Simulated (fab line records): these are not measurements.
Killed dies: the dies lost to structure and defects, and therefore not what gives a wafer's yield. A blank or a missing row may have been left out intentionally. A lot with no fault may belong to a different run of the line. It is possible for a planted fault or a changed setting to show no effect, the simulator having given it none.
fab line records	flow sfq_line
[record] lots = 6	wafers = 18	last_day = 96
route steps=325 shown M0@32 I0@43 M1@58 I1@73 M8@325
lots that met no fault: taken from a fault-free run of the same line
start_h: start of the lot's first displayed wafer, in hours after the record's first day	wait_h: time in hours since the lot's previous step	" same as the row above	L1.1+2: one row covering several wafers at once	- no value present, or no start provided	* or withheld: withheld	< > ~ a bound
route shown NAME@n: names a module that has steps shown in the file, with the first one's number in the route	usual: mean/standard deviation taken from wafers without a fault	same: alike in all rows	chamber/n: place in a boat	sites: per-site readings	_std_site: standard deviation of those values	_edge_site: mean of outer sites minus mean of inner sites	radius_mm: how far each site lies from the wafer's centre	mask NAME#n: copy n	behind: tool/chamber where the wafer was last shaped	hold: reason for holding the lot/hours on hold/outcome of the hold	device: transistor that didn't switch, given as n, p or np	end of line: at the end of the route, the tests of the same wafers	a step given without rows: its recipe and nothing more	killed: the dies lost at the first sort to structure and to defects; this is not the yield of the wafer	map: the dies of a wafer, with x for killed, . for not killed, _ for no die there
set.NAME: setting as actually run; set.NAME@STEP: the setting as run at that earlier step	model.NAME: the simulator's own value behind a step, which no gauge read
lots at some steps of the route; a table a step, a row a wafer
services: when a tool's chamber went out of use (start_h, in hours from the record's first day, below 0 if earlier), for how many hours, and the reason
[[steps]]
[step SFQ_TRILAYER_M0_LITHO_COAT_026]
[recipe] resist = BARC	spin_rpm = 3000	resist_thk_nm = 62
[step SFQ_TRILAYER_M0_LITHO_COAT_021]
[recipe] resist = KrF	spin_rpm = 3000	resist_thk_nm = 600
[step SFQ_TRILAYER_M0_LITHO_SOFTBAKE_025]
[recipe] temp_c = withheld	time_s = withheld	resist = KrF
[step SFQ_TRILAYER_M0_LITHO_EXPOSE_022]
[recipe] mask_id = M0	na = 0.6	source_shape = conventional	sigma_outer = 0.65	target_cd_nm = 500	dose_mj = 14.4
[step SFQ_TRILAYER_M0_LITHO_PEB_024]
[recipe] peb_temp_c = 115	peb_time_s = 60	resist = KrF
[step SFQ_TRILAYER_M0_LITHO_DEVELOP_023]
[recipe] time_s = 60	resist = KrF
[step SFQ_M0_OVL_MEAS_906]
[usual] M0_OVL = 3/6.3
lot.wafer	tool	chamber	start_h	wait_h	M0_OVL[nm]
L949.2	overlay-02	-	266.42	0.1	11
L949.3	"	-	"	"	5
L949.4	"	-	"	"	16
L954.2	overlay-01	-	317.05	0.1	2
L954.3	"	-	"	"	-2
L954.5	"	-	"	"	-3
L955.1	overlay-01	-	325.45	0.1	0
L955.2	"	-	"	"	2
L955.5	"	-	"	"	-1
L966.3	overlay-01	-	416.91	0.1	3
L966.4	"	-	"	"	0
L966.5	"	-	"	"	1
L969.1	overlay-02	-	460.22	0.1	0
L969.2	"	-	"	"	2
L969.4	"	-	"	"	5
L971.1	overlay-02	-	473.13	0.1	0
L971.2	"	-	"	"	7
L971.3	"	-	"	"	6
[step SFQ_TRILAYER_M0_BARC_OPEN_METAL_ETCH_031]
[recipe] mask_material = PR	chemistry = O2	target_depth_nm = 125	target = BARC	icp_w = 600	bias_w = 80	pressure_mtorr = 10	time_s = 41.7
[usual] drypump_motor_current_A = 5.9/0.34	oes_product_au = 0.685/0.0048
lot.wafer	tool	chamber	start_h	wait_h	drypump_motor_current_A	oes_product_au	rf_hours_counter_h
L949.2	rie_metal-04	1	266.45	0.0	6.5	0.684	136
L949.3	"	1	"	"	6.4	0.680	-
L949.4	"	0	"	"	5.7	0.684	-
L954.2	rie_metal-04	0	317.08	0.0	5.7	0.686	19
L954.3	"	0	"	"	5.7	0.691	-
L954.5	"	1	"	"	6.4	0.681	-
L955.1	rie_metal-02	1	325.48	0.0	6.0	0.694	107
L955.2	"	0	"	"	5.5	0.684	172
L955.5	"	0	"	"	5.5	0.683	-
L966.3	rie_metal-03	0	416.95	0.0	6.3	0.682	-
L966.4	"	1	"	"	5.8	0.683	-
L966.5	"	1	"	"	5.8	0.677	-
L969.1	rie_metal-04	1	460.26	0.0	6.4	0.691	0
L969.2	"	0	"	"	5.7	0.690	37
L969.4	"	0	"	"	5.7	0.679	-
L971.1	rie_metal-04	1	473.17	0.0	6.4	0.687	3
L971.2	"	0	"	"	5.7	0.688	39
L971.3	"	1	"	"	6.4	0.689	-
[step SFQ_TRILAYER_M0_ETCH_METAL_ETCH_024]
[recipe] target = Nb	stop_on = SiO2	mask_material = PR	chemistry = Cl2/Ar	target_depth_nm = 240	icp_w = 600	bias_w = 80	pressure_mtorr = 10	time_s = 120
[step SFQ_TRILAYER_M0_STRIP_STRIP_025]
[recipe] gas = O2	power_w = 200	platen_temp_c = 40	overash_fraction = 0.65	chemistry = O2	pressure_mtorr = 50
[step SFQ_TRILAYER_M0_STRIP_SOLV_CLEAN_026]
[recipe] chemistry = NMP	temp_c = 70	time_s = 600
[step SFQ_TRILAYER_I0_DEP_PECVD_027]
[recipe] material = SiO2	temp_c = 150	time_s = 111.11	pressure_torr = 2.4	rf_w = 183.3	precursor = SiH4/N2O	target_thk_nm = 500
[step SFQ_TRILAYER_I0_CMP_CMP_028]
[recipe] material = SiO2	down_force_psi = 3	platen_rpm = 60	pad_velocity_m_s = 0.94248
[usual] motor_current_A = 10.2/1.1	time_to_endpoint_s = 219/6.2
lot.wafer	tool	chamber	start_h	wait_h	motor_current_A	time_to_endpoint_s	model.SiO2_of_TRILAYER_I0_DEP_PECVD_027.thk_nm
L949.3	cmp-02	1	268.17	0.7	11.6	219	198.1
L949.4	"	3	269.17	1.7	9.2	223	199
L949.2	"	0	"	"	8.4	229	199.8
L954.2	cmp-02	2	318.12	0.0	11.4	281	304.8
L954.3	"	1	319.62	1.5	11.5	278	303.2
L954.5	"	2	"	"	11.0	283	306.3
L955.1	cmp-02	1	327.02	0.5	11.4	282	303.4
L955.2	"	3	328.02	1.5	9.5	276	303.8
L955.5	"	0	"	"	8.4	282	305.9
L966.4	cmp-02	0	418.53	0.5	9.0	225	199.1
L966.3	"	2	419.53	1.5	11.4	212	199
L966.5	"	0	420.53	2.5	8.5	219	199.9
L969.4	cmp-02	0	461.30	0.0	8.9	229	199.5
L969.2	"	1	"	"	11.6	213	197.3
L969.1	"	3	462.80	1.5	9.5	221	200.1
L971.3	cmp-02	1	476.60	2.4	11.7	213	199.1
L971.2	"	3	477.60	3.4	9.8	215	198.1
L971.1	"	0	"	"	9.3	219	198.6
[step SFQ_I0_BOW_MEAS_907]
[recipe] mode = bow
[usual] I0_BOW = 1/7.6
lot.wafer	tool	chamber	start_h	wait_h	I0_BOW[um]
L949.2	film_metro-04	-	271.19	1.0	0
L949.3	"	-	"	"	10
L949.4	"	-	"	"	21
L954.2	film_metro-02	-	321.14	2.5	-13
L954.3	"	-	"	"	-8
L954.5	"	-	"	"	-7
L955.1	film_metro-03	-	329.52	2.0	-8
L955.2	"	-	"	"	2
L955.5	"	-	"	"	15
L966.3	film_metro-02	-	421.07	1.0	-1
L966.4	"	-	"	"	5
L966.5	"	-	"	"	-5
L969.1	film_metro-04	-	464.30	1.0	-13
L969.2	"	-	"	"	5
L969.4	"	-	"	"	-6
L971.1	film_metro-04	-	479.60	1.0	2
L971.2	"	-	"	"	-6
L971.3	"	-	"	"	1
[step SFQ_TRILAYER_I0_METRO_MEASURE_029]
[usual] thk_nm = 198.5/1.1
lot.wafer	tool	chamber	start_h	wait_h	thk_nm
L949.2	film_metro-04	-	271.49	0.3	199.7
L949.3	"	-	"	"	198.1
L949.4	"	-	"	"	199.1
L954.2	film_metro-02	-	321.44	0.3	304.9
L954.3	"	-	"	"	303.1
L954.5	"	-	"	"	306.2
L955.1	film_metro-03	-	329.64	0.1	303.2
L955.2	"	-	"	"	303.5
L955.5	"	-	"	"	306.0
L966.3	film_metro-02	-	421.55	0.5	199.0
L966.4	"	-	"	"	199.2
L966.5	"	-	"	"	199.9
L969.1	film_metro-04	-	464.42	0.1	200.1
L969.2	"	-	"	"	197.5
L969.4	"	-	"	"	199.5
L971.1	film_metro-04	-	479.72	0.1	198.7
L971.2	"	-	"	"	197.8
L971.3	"	-	"	"	199.1
[step SFQ_TRILAYER_I0_VIA_LITHO_COAT_036]
[recipe] resist = BARC	spin_rpm = 3000	resist_thk_nm = 62
[step SFQ_TRILAYER_I0_VIA_LITHO_COAT_031]
[recipe] resist = KrF	spin_rpm = 3000	resist_thk_nm = 650
[step SFQ_TRILAYER_I0_VIA_LITHO_SOFTBAKE_035]
[recipe] temp_c = withheld	time_s = withheld	resist = KrF
[step SFQ_TRILAYER_I0_VIA_LITHO_EXPOSE_032]
[recipe] mask_id = I0	na = 0.6	source_shape = conventional	sigma_outer = 0.65	target_cd_nm = 500	dose_mj = 21.6
[step SFQ_TRILAYER_I0_VIA_LITHO_PEB_034]
[recipe] peb_temp_c = 115	peb_time_s = 60	resist = KrF
[step SFQ_TRILAYER_I0_VIA_LITHO_DEVELOP_033]
[recipe] time_s = 60	resist = KrF
[step SFQ_I0_OVL_MEAS_908]
[usual] I0_OVL = 2/5.3
lot.wafer	tool	chamber	start_h	wait_h	I0_OVL[nm]
L949.2	overlay-02	-	400.10	0.1	-10
L949.3	"	-	"	"	-2
L949.4	"	-	"	"	-2
L954.2	overlay-02	-	464.88	0.1	1
L954.3	"	-	"	"	-4
L954.5	"	-	"	"	0
L955.1	overlay-02	-	475.53	0.1	-3
L955.2	"	-	"	"	-1
L955.5	"	-	"	"	-1
L966.3	overlay-01	-	579.49	0.1	7
L966.4	"	-	"	"	1
L966.5	"	-	"	"	10
L969.1	overlay-01	-	622.41	0.1	-1
L969.2	"	-	"	"	-6
L969.4	"	-	"	"	-7
L971.1	overlay-01	-	636.81	0.1	2
L971.2	"	-	"	"	-2
L971.3	"	-	"	"	2
[step SFQ_TRILAYER_I0_VIA_BARC_OPEN_VIA_ETCH_046]
[recipe] mask_material = PR	chemistry = O2	target_depth_nm = 125	target = BARC	source_w = 500	bias_w = 80	pressure_mtorr = 30	time_s = 41.7
[step SFQ_TRILAYER_I0_VIA_ETCH_VIA_ETCH_034]
[recipe] target = SiO2	stop_on = Nb	mask_material = PR	taper_deg = 20	chemistry = CHF3	target_depth_nm = 260	source_w = 500	bias_w = 80	pressure_mtorr = 30	time_s = withheld
[usual] drypump_motor_current_A = 5.9/0.41	oes_product_au = 0.851/0.0051
lot.wafer	tool	chamber	start_h	wait_h	drypump_motor_current_A	oes_product_au	model.I0.feature_depth_nm	model.etch.depth_nm
L949.2	rie_diel-01	2	400.17	0.0	6.1	0.856	199.8	199.8
L949.3	"	3	"	"	5.3	0.852	198.1	198.1
L949.4	"	0	"	"	5.4	0.847	199	199
L954.2	rie_diel-01	1	464.95	0.0	5.9	1.001	258.9	258.9
L954.3	"	3	"	"	5.3	0.987	256.1	256.1
L954.5	"	3	"	"	5.3	1.000	258.1	258.1
L955.1	rie_diel-01	1	475.61	0.0	6.0	1.003	262.3	262.3
L955.2	"	3	"	"	5.3	0.991	260	260
L955.5	"	0	"	"	5.4	0.994	259.8	259.8
L966.3	rie_diel-01	2	579.63	0.1	6.1	0.860	199	199
L966.4	"	1	"	"	6.0	0.855	199.1	199.1
L966.5	"	2	"	"	6.1	0.850	199.9	199.9
L969.1	rie_diel-04	1	622.48	0.0	5.3	0.846	200.1	200.1
L969.2	"	2	"	"	6.2	0.859	197.3	197.3
L969.4	"	0	"	"	6.0	0.854	199.5	199.5
L971.1	rie_diel-04	3	636.88	0.0	5.6	0.852	198.6	198.6
L971.2	"	2	"	"	6.2	0.862	198.1	198.1
L971.3	"	0	"	"	6.0	0.849	199.1	199.1
[step SFQ_TRILAYER_I0_VIA_STRIP_STRIP_035]
[recipe] gas = O2	power_w = 200	platen_temp_c = 40	overash_fraction = 0.65	chemistry = O2	pressure_mtorr = 50
[usual] drypump_motor_current_A = 5.85/0.24	oes_product_au = 1.000/0.0087
lot.wafer	tool	chamber	start_h	wait_h	drypump_motor_current_A	oes_product_au	rf_hours_counter_h
L949.2	rie_metal-02	1	400.49	-	5.97	0.996	-
L949.3	"	1	"	"	5.99	0.997	-
L949.4	"	1	"	"	6.00	1.015	-
L954.2	rie_metal-03	1	465.26	-	5.84	1.021	-
L954.3	"	1	"	"	5.81	1.000	-
L954.5	"	1	"	"	5.81	1.000	-
L955.1	rie_metal-02	1	475.72	-	5.98	0.999	124
L955.2	"	0	"	"	5.49	0.990	7
L955.5	"	1	"	"	5.98	0.994	-
L966.3	rie_metal-02	0	579.94	-	5.46	0.994	-
L966.4	"	1	"	"	5.97	0.997	-
L966.5	"	1	"	"	5.96	0.990	-
L969.1	rie_metal-03	1	622.60	-	5.79	0.994	108
L969.2	"	0	"	"	6.33	0.985	18
L969.4	"	0	"	"	6.34	0.990	-
L971.1	rie_metal-01	1	637.00	-	5.86	1.007	42
L971.2	"	0	"	"	5.61	1.014	7
L971.3	"	1	"	"	5.89	1.005	-
[step SFQ_TRILAYER_I0_VIA_STRIP_SOLV_CLEAN_036]
[recipe] chemistry = NMP	temp_c = 70	time_s = 600
[step SFQ_TRILAYER_M1_DEP_PRE_CLEAN_038]
[recipe] gas = Ar	time_s = 22.5	bias_v = 250
lot.wafer	tool	chamber	start_h	wait_h	model.SiO2_of_TRILAYER_I0_DEP_PECVD_027.thk_nm
L949.2	pvd_sputter-06	-	401.66	0.0	192.3
L949.3	"	-	"	"	190.6
L949.4	"	-	"	"	191.5
L954.2	pvd_sputter-05	-	466.45	0.0	297.3
L954.3	"	-	"	"	295.7
L954.5	"	-	"	"	298.8
L955.1	pvd_sputter-04	-	476.51	0.0	295.9
L955.2	"	-	"	"	296.3
L955.5	"	-	"	"	298.4
L966.3	pvd_sputter-04	-	580.52	0.0	191.5
L966.4	"	-	"	"	191.6
L966.5	"	-	"	"	192.4
L969.1	pvd_sputter-06	-	623.55	0.0	192.6
L969.2	"	-	"	"	189.8
L969.4	"	-	"	"	192
L971.1	pvd_sputter-06	-	637.77	0.0	191.1
L971.2	"	-	"	"	190.5
L971.3	"	-	"	"	191.6
[step SFQ_TRILAYER_M1_DEP_SPUTTER_037]
[recipe] material = Nb	base_pressure_pa = 1.33e-06	chamber_pressure_pa = 0.1333	substrate_temp_c = 20	resputter_cathode_voltage_v = 400	target_thk_nm = 200	power_w = 2000	time_s = 133.3
[step SFQ_M1_RS_MEAS_909]
[recipe] thk_meas_gauge = four-point-probe	reads = Nb_of_TRILAYER_M1_DEP_SPUTTER_037
[usual] M1_NB_RS = 0.893/0.008
lot.wafer	tool	chamber	start_h	wait_h	M1_NB_RS[ohm/sq]
L949.2	film_metro-04	-	401.80	0.1	0.886
L949.3	"	-	"	"	0.890
L949.4	"	-	"	"	0.882
L954.2	film_metro-03	-	466.59	0.1	0.885
L954.3	"	-	"	"	0.886
L954.5	"	-	"	"	0.886
L955.1	film_metro-04	-	476.63	0.0	0.889
L955.2	"	-	"	"	0.895
L955.5	"	-	"	"	0.893
L966.3	film_metro-01	-	580.68	0.1	0.893
L966.4	"	-	"	"	0.897
L966.5	"	-	"	"	0.890
L969.1	film_metro-04	-	623.67	0.0	0.892
L969.2	"	-	"	"	0.889
L969.4	"	-	"	"	0.890
L971.1	film_metro-04	-	637.89	0.0	0.880
L971.2	"	-	"	"	0.879
L971.3	"	-	"	"	0.876
[step SFQ_TRILAYER_M1_LITHO_COAT_044]
[recipe] resist = BARC	spin_rpm = 3000	resist_thk_nm = 61.27
[step SFQ_TRILAYER_M1_LITHO_COAT_039]
[recipe] resist = KrF	spin_rpm = 3000	resist_thk_nm = 600
[step SFQ_TRILAYER_M1_LITHO_SOFTBAKE_043]
[recipe] temp_c = withheld	time_s = withheld	resist = KrF
[step SFQ_TRILAYER_M1_LITHO_EXPOSE_040]
[recipe] mask_id = M1	na = 0.6	source_shape = conventional	sigma_outer = 0.65	target_cd_nm = 500	dose_mj = 14.4
[step SFQ_TRILAYER_M1_LITHO_PEB_042]
[recipe] peb_temp_c = 115	peb_time_s = 60	resist = KrF
[step SFQ_TRILAYER_M1_LITHO_DEVELOP_041]
[recipe] time_s = 60	resist = KrF
[step SFQ_M1_OVL_MEAS_911]
[usual] M1_OVL = 1/5
lot.wafer	tool	chamber	start_h	wait_h	M1_OVL[nm]
L949.2	overlay-02	-	555.48	0.1	8
L949.3	"	-	"	"	1
L949.4	"	-	"	"	5
L954.2	overlay-01	-	623.61	0.1	7
L954.3	"	-	"	"	4
L954.5	"	-	"	"	3
L955.1	overlay-01	-	633.21	0.1	0
L955.2	"	-	"	"	-1
L955.5	"	-	"	"	4
L966.3	overlay-02	-	737.55	0.1	-10
L966.4	"	-	"	"	-5
L966.5	"	-	"	"	-8
L969.1	overlay-01	-	778.79	0.1	3
L969.2	"	-	"	"	8
L969.4	"	-	"	"	8
L971.1	overlay-02	-	799.19	0.1	-4
L971.2	"	-	"	"	-3
L971.3	"	-	"	"	-6
[step SFQ_TRILAYER_M1_BARC_OPEN_METAL_ETCH_054]
[recipe] mask_material = PR	chemistry = O2	target_depth_nm = 125	target = BARC	icp_w = 600	bias_w = 80	pressure_mtorr = 10	time_s = 41.7
[usual] drypump_motor_current_A = 5.9/0.32	oes_product_au = 0.682/0.0045
lot.wafer	tool	chamber	start_h	wait_h	drypump_motor_current_A	oes_product_au	rf_hours_counter_h
L949.2	rie_metal-02	1	555.51	0.0	6.0	0.686	134
L949.3	"	1	"	"	6.0	0.677	-
L949.4	"	0	"	"	5.4	0.675	-
L954.2	rie_metal-04	1	623.64	0.0	6.3	0.682	22
L954.3	"	1	"	"	6.4	0.680	-
L954.5	"	1	"	"	6.3	0.682	-
L955.1	rie_metal-02	1	633.24	0.0	6.0	0.671	143
L955.2	"	0	"	"	5.5	0.682	26
L955.5	"	1	"	"	6.0	0.682	-
L966.3	rie_metal-01	0	737.59	0.0	5.7	0.680	-
L966.4	"	1	"	"	5.9	0.678	-
L966.5	"	1	"	"	5.9	0.693	-
L969.1	rie_metal-04	0	778.83	0.0	5.7	0.671	75
L969.2	"	1	"	"	6.3	0.680	42
L969.4	"	0	"	"	5.7	0.683	-
L971.1	rie_metal-02	0	799.23	0.0	5.5	0.672	46
L971.2	"	1	"	"	6.0	0.679	10
L971.3	"	0	"	"	5.5	0.683	-
[step SFQ_TRILAYER_M1_ETCH_METAL_ETCH_042]
[recipe] target = Nb	stop_on = SiO2	mask_material = PR	chemistry = Cl2/Ar	target_depth_nm = 240	icp_w = 600	bias_w = 80	pressure_mtorr = 10	time_s = 120
[usual] drypump_motor_current_A = 5.9/0.33	oes_product_au = 0.893/0.0065
lot.wafer	tool	chamber	start_h	wait_h	drypump_motor_current_A	oes_product_au	rf_hours_counter_h
L949.2	rie_metal-02	1	555.57	0.0	6.0	0.898	134
L949.3	"	1	"	"	6.0	0.882	-
L949.4	"	0	"	"	5.5	0.900	-
L954.2	rie_metal-04	1	623.70	0.0	6.4	0.903	22
L954.3	"	1	"	"	6.4	0.896	-
L954.5	"	1	"	"	6.4	0.897	-
L955.1	rie_metal-02	1	633.30	0.0	6.0	0.886	143
L955.2	"	0	"	"	5.4	0.889	26
L955.5	"	1	"	"	6.0	0.898	-
L966.3	rie_metal-01	0	737.67	0.1	5.6	0.888	-
L966.4	"	1	"	"	5.9	0.887	-
L966.5	"	1	"	"	5.9	0.889	-
L969.1	rie_metal-04	0	778.89	0.0	5.7	0.885	75
L969.2	"	1	"	"	6.4	0.899	42
L969.4	"	0	"	"	5.7	0.892	-
L971.1	rie_metal-02	0	799.29	0.0	5.5	0.894	46
L971.2	"	1	"	"	6.0	0.901	11
L971.3	"	0	"	"	5.5	0.903	-
[step SFQ_TRILAYER_M1_STRIP_STRIP_043]
[recipe] gas = O2	power_w = 200	platen_temp_c = 40	overash_fraction = 0.65	chemistry = O2	pressure_mtorr = 50
[usual] drypump_motor_current_A = 5.9/0.33	oes_product_au = 0.997/0.0084
lot.wafer	tool	chamber	start_h	wait_h	drypump_motor_current_A	oes_product_au	rf_hours_counter_h
L949.2	rie_metal-02	1	555.70	0.1	6.0	0.993	134
L949.3	"	1	"	"	6.0	1.001	-
L949.4	"	0	"	"	5.5	0.998	-
L954.2	rie_metal-04	1	623.83	0.1	6.4	0.993	22
L954.3	"	1	"	"	6.3	0.997	-
L954.5	"	1	"	"	6.4	0.989	-
L955.1	rie_metal-02	1	633.43	0.1	6.0	0.994	143
L955.2	"	0	"	"	5.5	0.989	26
L955.5	"	1	"	"	6.0	0.984	-
L966.3	rie_metal-01	0	737.95	0.2	5.6	1.013	-
L966.4	"	1	"	"	5.9	1.010	-
L966.5	"	1	"	"	5.9	1.011	-
L969.1	rie_metal-04	0	779.01	0.1	5.7	0.989	75
L969.2	"	1	"	"	6.4	0.995	42
L969.4	"	0	"	"	5.7	0.984	-
L971.1	rie_metal-02	0	799.41	0.1	5.4	1.000	46
L971.2	"	1	"	"	6.0	0.987	11
L971.3	"	0	"	"	5.5	1.001	-
[step SFQ_TRILAYER_M1_STRIP_SOLV_CLEAN_044]
[recipe] chemistry = NMP	temp_c = 70	time_s = 600
[step SFQ_TRILAYER_I1_DEP_PECVD_045]
[recipe] material = SiO2	temp_c = 150	time_s = 111.11	pressure_torr = 2.4	rf_w = 183.3	precursor = SiH4/N2O	target_thk_nm = 500
[step SFQ_M8_BOW_MEAS_951]
[recipe] mode = bow
[usual] M8_BOW = 10/11
lot.wafer	tool	chamber	start_h	wait_h	M8_BOW[um]	model.etest.i0.link_ohm
L949.2	film_metro-04	-	2045.38	0.0	7	1.962
L949.3	"	-	"	"	16	1.961
L949.4	"	-	"	"	27	1.941
L954.2	film_metro-02	-	2089.97	0.0	-2	1e+06
L954.3	"	-	"	"	2	1e+06
L954.5	"	-	"	"	3	1e+06
L955.1	film_metro-03	-	2105.96	0.0	7	1e+06
L955.2	"	-	"	"	16	1e+06
L955.5	"	-	"	"	29	1e+06
L966.3	film_metro-02	-	2242.99	0.0	4	1.972
L966.4	"	-	"	"	8	1.979
L966.5	"	-	"	"	-2	1.974
L969.1	film_metro-03	-	2251.51	0.0	0	1.955
L969.2	"	-	"	"	18	1.955
L969.4	"	-	"	"	7	1.963
L971.1	film_metro-03	-	2293.74	0.0	8	1.944
L971.2	"	-	"	"	1	1.948
L971.3	"	-	"	"	9	1.949
[[services]]
tool	chamber	start_h	hours	kind
cmp-02	-	244.98	1.0	repair
cmp-02	-	256.08	0.6	repair
rie_metal-02	-	261.70	2.8	pm
rie_metal-04	-	262.11	0.1	repair
rie_metal-02	0	274.83	7.9	repair
cmp-02	-	282.97	1.1	repair
rie_metal-04	-	286.44	1.4	pm
cmp-02	-	332.65	10.6	pm
rie_metal-04	0	336.73	6.2	repair
rie_metal-02	1	339.23	21.3	repair
cmp-02	-	348.60	4.5	pm
rie_metal-04	0	403.94	4.1	repair
rie_metal-02	0	443.30	3.7	repair
cmp-02	-	445.13	0.5	repair
rie_metal-02	-	473.65	1.1	repair
cmp-02	-	508.03	0.4	repair
rie_metal-04	0	508.99	12.4	repair
cmp-02	-	538.24	6.2	repair
cmp-02	-	542.49	11.5	repair
rie_metal-02	-	553.95	1.3	repair
cmp-02	-	575.15	4.0	pm
rie_metal-04	-	699.33	0.6	repair
rie_metal-02	-	711.10	28.1	pm
rie_metal-04	0	764.15	5.4	repair
[[key]]
[first_sign] step = SFQ_TRILAYER_I0_CMP_CMP_028	reading = time_to_endpoint_s	direction = up	sigmas = 9.8	usual = *	struck = *
[effect] step = SFQ_TRILAYER_I0_METRO_MEASURE_029	reading = thk_nm	direction = up	sigmas = 95	usual = 198.5	struck = 304.5
[effect] step = SFQ_TRILAYER_I0_VIA_ETCH_VIA_ETCH_034	reading = oes_product_au	direction = up	sigmas = 29	usual = 0.851	struck = 0.996
[model_effect] step = SFQ_TRILAYER_I0_CMP_CMP_028	value = SiO2_of_TRILAYER_I0_DEP_PECVD_027.thk_nm	without = 197.4	struck = 304.6
[model_effect] step = SFQ_TRILAYER_I0_VIA_ETCH_VIA_ETCH_034	value = I0.feature_depth_nm	without = 197.4	struck = 259.2
[model_effect] step = SFQ_TRILAYER_M1_DEP_PRE_CLEAN_038	value = SiO2_of_TRILAYER_I0_DEP_PECVD_027.thk_nm	without = 189.9	struck = 297.1
[model_effect] step = SFQ_M8_BOW_MEAS_951	value = etest.i0.link_ohm	without = 1.962	struck = 1e+06
met_at SFQ_TRILAYER_I0_CMP_CMP_028
struck_wafers L954.2,L954.3,L954.5,L955.1,L955.2,L955.5
onset_between 268.17 318.12
[fault] kind = process_parameter_drift	tool = cmp-02	chamber = -	onset_h = 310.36	steps = SFQ_TRILAYER_I0_CMP_CMP_028	channel = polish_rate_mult	offset = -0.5	shape = step	end_h = 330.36
